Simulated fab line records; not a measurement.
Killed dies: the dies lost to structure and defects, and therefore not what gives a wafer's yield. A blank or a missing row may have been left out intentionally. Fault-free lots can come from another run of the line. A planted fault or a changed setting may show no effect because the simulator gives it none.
Which tool did it? | flow sky130 | 18 wafers from 6 lots sampled at 2 of the route's 708 steps

WHAT THE GAUGES READ, wafer by wafer
SKY_FIELD_ISO_THK_MEAS_23.
lot  | measured    | on            | FIELD_ISO_OXIDATION_01_THK (nm)
L231 | day 2 23:25 | film-metro-02 | 9.72 9.93 9.97
L236 | day 3 22:52 | film-metro-03 | 14.78 14.99 14.86
L239 | day 4 16:24 | film-metro-03 | 9.72 9.74 9.69
L241 | day 6 04:20 | film-metro-02 | 10.17 10.12 10.19
L244 | day 6 04:22 | film-metro-03 | 10.16 9.96 10.09
L251 | day 7 09:32 | film-metro-02 | 9.84 10.17 10.13

WHAT TOOL EACH LOT RAN ON (gives the tool, then ch and the chambers of the sampled wafers, and finally the start)
lot  | SKY_FIELD_ISO_OXIDATION_22
L231 | furnace-02 ch 0, day 2 22:15
L236 | furnace-02 ch 0, day 3 21:42
L239 | furnace-01 ch 0, day 4 15:13
L241 | furnace-01 ch 0, day 6 03:08
L244 | furnace-01 ch 0, day 6 03:08
L251 | furnace-01 ch 0, day 7 08:20
- SKY_FIELD_ISO_OXIDATION_22: stabilise 600 s, purge 300 s, target thk 10 nm.

THE ANSWER, worked out from the rows above alone
Rule: what is usual is taken from the lots themselves. The widest of any qualifying gaps counts: lots, ordered by their means at a reading, are off when they make up no more than a third of the lots, leave a main group of 4 or more, and stand apart from it by 3 or more times the standard deviation of that group's means. A main group is skipped when, at the precision printed for the reading in the tables above, its means are all equal. A lot without any number at a reading at which 4 lots or more have one is off too. Any other lot the step has rows for is counted as sound.
Off: L236, seen at SKY_FIELD_ISO_THK_MEAS_23 (FIELD_ISO_OXIDATION_01_THK). For the main group the mean is 9.97 nm and the standard deviation 0.16.
A tool fits if, at a process step before that reading, it ran every lot that is off, and no sound lot after the first of them. Gauges at SKY_FIELD_ISO_THK_MEAS_23: tried the same way as those tools. One candidate fits, namely furnace-02 at SKY_FIELD_ISO_OXIDATION_22. A fault onset in the window from L231 (day 2 22:15, its last sound lot) to L236 (day 3 21:42, its first lot off) fits.

WHAT HAD BEEN PUT IN BY THE SIMULATOR
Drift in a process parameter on furnace-02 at SKY_FIELD_ISO_OXIDATION_22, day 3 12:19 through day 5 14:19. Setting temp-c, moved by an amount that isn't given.
Lots struck among those shown: L236. The rule above found the same.
